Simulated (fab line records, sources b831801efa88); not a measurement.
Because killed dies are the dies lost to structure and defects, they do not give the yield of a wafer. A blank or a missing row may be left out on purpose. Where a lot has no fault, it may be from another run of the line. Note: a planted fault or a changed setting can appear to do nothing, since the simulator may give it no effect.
Which of the tools did it? | flow sky130 | Sampling: 14 lots, 41 wafers, 5 of 708 route steps

WHAT THE GAUGES READ, wafer by wafer
The record lacks any reading of a measuring or inspecting step that a usual standard deviation could be used to judge.

EACH LOT AND THE TOOL THAT RAN IT (in order: tool; ch and the chambers of the sampled wafers; start)
lot  | SKY_METAL1_SPUTTER_03        | SKY_METAL1_ETCH_18                | SKY_VIA1_ETCH_14                   | SKY_VIA1_ETCH_15                   | SKY_VIA1_STRIP_16
L821 | pvd-sputter-04, day 32 02:13 | rie-metal-01 ch 0,1, day 33 05:26 | rie-diel-02 ch 1,2, day 34 09:31   | rie-diel-02 ch 1,2, day 34 09:33   | plasma-asher-04 ch 0,1, day 34 09:36
L822 | pvd-sputter-01, day 32 09:49 | rie-metal-01 ch 0,1, day 33 13:02 | rie-diel-02 ch 0,1,3, day 34 17:14 | rie-diel-02 ch 0,1,3, day 34 17:17 | plasma-asher-04 ch 0,1, day 34 17:20
L824 | pvd-sputter-01, day 33 04:31 | rie-metal-02 ch 0,1, day 34 06:33 | rie-diel-02 ch 0,2,3, day 35 10:31 | rie-diel-02 ch 0,2,3, day 35 10:33 | plasma-asher-02 ch 0,1, day 35 10:36
L825 | pvd-sputter-01, day 33 16:54 | rie-metal-02 ch 0,1, day 34 19:39 | rie-diel-04 ch 1,3, day 35 23:22   | rie-diel-04 ch 1,3, day 35 23:24   | plasma-asher-02 ch 0,1, day 35 23:27
L826 | pvd-sputter-01, day 34 03:16 | rie-metal-02 ch 0,1, day 35 06:08 | rie-diel-03 ch 0,2, day 36 09:52   | rie-diel-03 ch 0,2, day 36 09:55   | plasma-asher-02 ch 0,1, day 36 09:58
L827 | pvd-sputter-04, day 34 11:27 | rie-metal-03 ch 1, day 35 13:56   | rie-diel-04 ch 2,3, day 36 17:38   | rie-diel-04 ch 2,3, day 36 17:41   | plasma-asher-02 ch 0,1, day 36 17:44
L830 | pvd-sputter-04, day 35 08:59 | rie-metal-03 ch 0,1, day 36 11:47 | rie-diel-03 ch 0,1,2, day 37 15:15 | rie-diel-03 ch 0,1,2, day 37 15:17 | plasma-asher-02 ch 0, day 37 15:20
L831 | pvd-sputter-04, day 35 16:34 | rie-metal-01 ch 0,1, day 36 19:31 | rie-diel-02 ch 0,1,3, day 37 22:45 | rie-diel-02 ch 0,1,3, day 37 22:47 | plasma-asher-04 ch 0,1, day 37 22:50
L832 | pvd-sputter-01, day 35 20:25 | rie-metal-02 ch 0,1, day 36 23:37 | rie-diel-02 ch 0,2, day 38 01:49   | rie-diel-02 ch 0,2, day 38 01:52   | plasma-asher-02 ch 0,1, day 38 01:56
L835 | pvd-sputter-01, day 36 18:01 | rie-metal-03 ch 0,1, day 37 20:50 | rie-diel-02 ch 1,2,3, day 38 23:21 | rie-diel-02 ch 1,2,3, day 38 23:23 | plasma-asher-02 ch 0,1, day 38 23:26
L836 | pvd-sputter-02, day 37 00:24 | rie-metal-02 ch 1, day 38 01:51   | rie-diel-04 ch 0,1,2, day 39 05:01 | rie-diel-04 ch 0,1,2, day 39 05:03 | plasma-asher-02 ch 0,1, day 39 05:06
L840 | pvd-sputter-02, day 37 19:29 | rie-metal-02 ch 0,1, day 38 21:02 | rie-diel-02 ch 0,3, day 39 23:09   | rie-diel-02 ch 0,3, day 39 23:11   | plasma-asher-02 ch 0,1, day 39 23:14
L841 | pvd-sputter-01, day 38 10:49 | rie-metal-03 ch 0, day 39 11:50   | rie-diel-03 ch 0,1, day 40 14:40   | rie-diel-03 ch 0,1, day 40 14:42   | plasma-asher-02 ch 0, day 40 14:45
L842 | pvd-sputter-02, day 38 11:16 | rie-metal-01 ch 0,1, day 39 12:11 | rie-diel-02 ch 1,2,3, day 40 14:47 | rie-diel-02 ch 1,2,3, day 40 14:49 | plasma-asher-04 ch 0,1, day 40 14:52
- SKY_METAL1_SPUTTER_03: material Ti, target thk 5 nm, time 3.3 s.
- SKY_METAL1_ETCH_18: etches BARC in N2/H2, stops on SiO2, time 45.9 s, target depth 60 nm.
- SKY_VIA1_ETCH_14: etches BARC in N2/H2, stops on SiO2, time 45.9 s, target depth 60 nm.
- SKY_VIA1_ETCH_15: etches SiO2 in C4F8/O2/Ar, stops on TiN, target depth 351 nm, time 54 s.
- SKY_VIA1_STRIP_16: strips in O2/N2.

WHAT THE TOOLS THEMSELVES READ (means of the sampled wafers that have a number; where no wafer has one, the mark that the record gives instead)
SKY_METAL1_SPUTTER_03.
lot  | tool           | throttle-valve-pct (%)
L821 | pvd-sputter-04 | 29.5
L822 | pvd-sputter-01 | 29.8
L824 | pvd-sputter-01 | 29.9
L825 | pvd-sputter-01 | 30.7
L826 | pvd-sputter-01 | 30.3
L827 | pvd-sputter-04 | 29.1
L830 | pvd-sputter-04 | 29.9
L831 | pvd-sputter-04 | 28.9
L832 | pvd-sputter-01 | 30.4
L835 | pvd-sputter-01 | 30.9
L836 | pvd-sputter-02 | 31.0
L840 | pvd-sputter-02 | 30.5
L841 | pvd-sputter-01 | 30.6
L842 | pvd-sputter-02 | 30.5

SKY_METAL1_ETCH_18.
lot  | tool         | chamber-pressure-mTorr (mTorr) | drypump-motor-current-A (A) | oes-product-au (a.u.) | run-length-s (s) | throttle-valve-pct (%)
L821 | rie-metal-01 | 30.010                         | 6.5                         | 0.851                 | 74.0             | 13.215
L822 | rie-metal-01 | 29.995                         | 6.4                         | 0.854                 | 74.2             | 13.216
L824 | rie-metal-02 | 30.002                         | 5.7                         | 0.857                 | 74.6             | 13.230
L825 | rie-metal-02 | 29.999                         | 5.8                         | 0.858                 | 74.2             | 13.225
L826 | rie-metal-02 | 29.987                         | 5.7                         | 0.857                 | 74.5             | 13.233
L827 | rie-metal-03 | 29.995                         | 6.3                         | 0.851                 | 74.0             | 13.229
L830 | rie-metal-03 | 30.015                         | 6.2                         | 0.849                 | 74.0             | 13.223
L831 | rie-metal-01 | 29.981                         | 6.5                         | 0.854                 | 74.0             | 13.232
L832 | rie-metal-02 | 30.027                         | 5.8                         | 0.857                 | 74.5             | 13.222
L835 | rie-metal-03 | 30.009                         | 6.0                         | 0.854                 | 74.2             | 13.226
L836 | rie-metal-02 | 30.015                         | 6.0                         | 0.856                 | 74.1             | 13.223
L840 | rie-metal-02 | 30.010                         | 5.7                         | 0.851                 | 74.5             | 13.216
L841 | rie-metal-03 | 29.973                         | 5.8                         | 0.851                 | 74.4             | 13.218
L842 | rie-metal-01 | 30.032                         | 6.4                         | 0.853                 | 73.7             | 13.220

SKY_VIA1_ETCH_14.
lot  | tool        | chamber-pressure-mTorr (mTorr) | drypump-motor-current-A (A) | oes-product-au (a.u.) | run-length-s (s) | throttle-valve-pct (%)
L821 | rie-diel-02 | 29.991                         | 5.6                         | 0.863                 | 74.0             | 13.231
L822 | rie-diel-02 | 30.002                         | 6.0                         | 0.855                 | 74.1             | 13.217
L824 | rie-diel-02 | 30.005                         | 5.9                         | 0.857                 | 73.6             | 13.224
L825 | rie-diel-04 | 29.996                         | 5.6                         | 0.852                 | 73.8             | 13.232
L826 | rie-diel-03 | 29.986                         | 5.8                         | 0.855                 | 74.1             | 13.226
L827 | rie-diel-04 | 29.988                         | 5.0                         | 0.854                 | 74.1             | 13.224
L830 | rie-diel-03 | 29.983                         | 5.8                         | 0.856                 | 73.9             | 13.222
L831 | rie-diel-02 | 29.999                         | 6.0                         | 0.857                 | 73.9             | 13.224
L832 | rie-diel-02 | 29.991                         | 5.6                         | 0.853                 | 73.9             | 13.218
L835 | rie-diel-02 | 29.992                         | 5.9                         | 0.852                 | 73.7             | 13.224
L836 | rie-diel-04 | 29.983                         | 6.0                         | 0.853                 | 73.8             | 13.228
L840 | rie-diel-02 | 30.023                         | 6.0                         | 1.007                 | 50.1             | 13.237
L841 | rie-diel-03 | 30.015                         | 5.6                         | 0.853                 | 73.7             | 13.227
L842 | rie-diel-02 | 30.013                         | 5.9                         | 1.001                 | 49.7             | 13.231

SKY_VIA1_ETCH_15.
lot  | tool        | chamber-pressure-mTorr (mTorr) | oes-product-au (a.u.) | run-length-s (s)
L821 | rie-diel-02 | 39.99                          | 0.977                 | 82.0
L822 | rie-diel-02 | 40.05                          | 0.983                 | 82.3
L824 | rie-diel-02 | 40.00                          | 0.982                 | 81.8
L825 | rie-diel-04 | 39.99                          | 0.975                 | 82.2
L826 | rie-diel-03 | 40.00                          | 0.974                 | 82.6
L827 | rie-diel-04 | 40.00                          | 0.961                 | 82.2
L830 | rie-diel-03 | 39.98                          | 0.977                 | 82.0
L831 | rie-diel-02 | 40.02                          | 0.979                 | 82.3
L832 | rie-diel-02 | 40.00                          | 0.984                 | 82.3
L835 | rie-diel-02 | 40.01                          | 0.978                 | 82.0
L836 | rie-diel-04 | 39.98                          | 0.977                 | 81.9
L840 | rie-diel-02 | 40.01                          | 0.373                 | 82.2
L841 | rie-diel-03 | 39.98                          | 0.970                 | 81.7
L842 | rie-diel-02 | 39.98                          | 0.369                 | 81.7

SKY_VIA1_STRIP_16.
lot  | tool            | chamber-pressure-mTorr (mTorr) | drypump-motor-current-A (A) | oes-product-au (a.u.) | strip-time-to-endpoint-s (s)
L821 | plasma-asher-04 | 1498.5                         | 6.08                        | 0.413                 | 4.48
L822 | plasma-asher-04 | 1500.5                         | 6.26                        | 0.414                 | 4.48
L824 | plasma-asher-02 | 1501.0                         | 6.08                        | 0.416                 | 4.45
L825 | plasma-asher-02 | 1499.5                         | 6.08                        | 0.420                 | 4.47
L826 | plasma-asher-02 | 1500.5                         | 5.92                        | 0.419                 | 4.48
L827 | plasma-asher-02 | 1499.1                         | 6.10                        | 0.422                 | 4.50
L830 | plasma-asher-02 | 1501.1                         | 5.72                        | 0.420                 | 4.49
L831 | plasma-asher-04 | 1501.3                         | 6.10                        | 0.409                 | 4.47
L832 | plasma-asher-02 | 1499.9                         | 6.00                        | 0.419                 | 4.46
L835 | plasma-asher-02 | 1500.8                         | 5.91                        | 0.411                 | 4.46
L836 | plasma-asher-02 | 1499.6                         | 6.07                        | 0.415                 | 4.44
L840 | plasma-asher-02 | 1499.6                         | 5.90                        | 0.427                 | 4.68
L841 | plasma-asher-02 | 1499.4                         | 5.73                        | 0.415                 | 4.50
L842 | plasma-asher-04 | 1500.5                         | 6.27                        | 0.426                 | 4.69

THE ANSWER, worked out from the rows above alone
Rule: the usual values come from the lots themselves. The widest of any qualifying gaps counts: lots, ordered by their means at a reading, are off when they make up no more than a third of the lots, leave a main group of 4 or more, and stand apart from it by 3 or more times the standard deviation of that group's means. A main group whose means are all the same, to the digits that the tables above print for the reading, isn't used. Also off: a lot with no number at a reading for which 4 or more lots have one. All remaining lots with rows at the step are treated as sound. First the gauges in route order, then the tools' own readings, where a lot's mean is used as printed above. The first step at which some lot is off is used, and at that step the reading that is off furthest; a lot without a number counts as furthest.
Off, at SKY_VIA1_ETCH_14 on run-length-s: L840, L842. Mean 73.9 s and standard deviation 0.16 in the main group.
A tool fits if, at that step or a process step before it, it ran every lot that is off, and no sound lot after the first of them. This does not decide it: 2 tools fit, namely pvd-sputter-02 at SKY_METAL1_SPUTTER_03 and rie-diel-02 at SKY_VIA1_ETCH_14.

WHAT WAS PUT IN BY THE SIMULATOR
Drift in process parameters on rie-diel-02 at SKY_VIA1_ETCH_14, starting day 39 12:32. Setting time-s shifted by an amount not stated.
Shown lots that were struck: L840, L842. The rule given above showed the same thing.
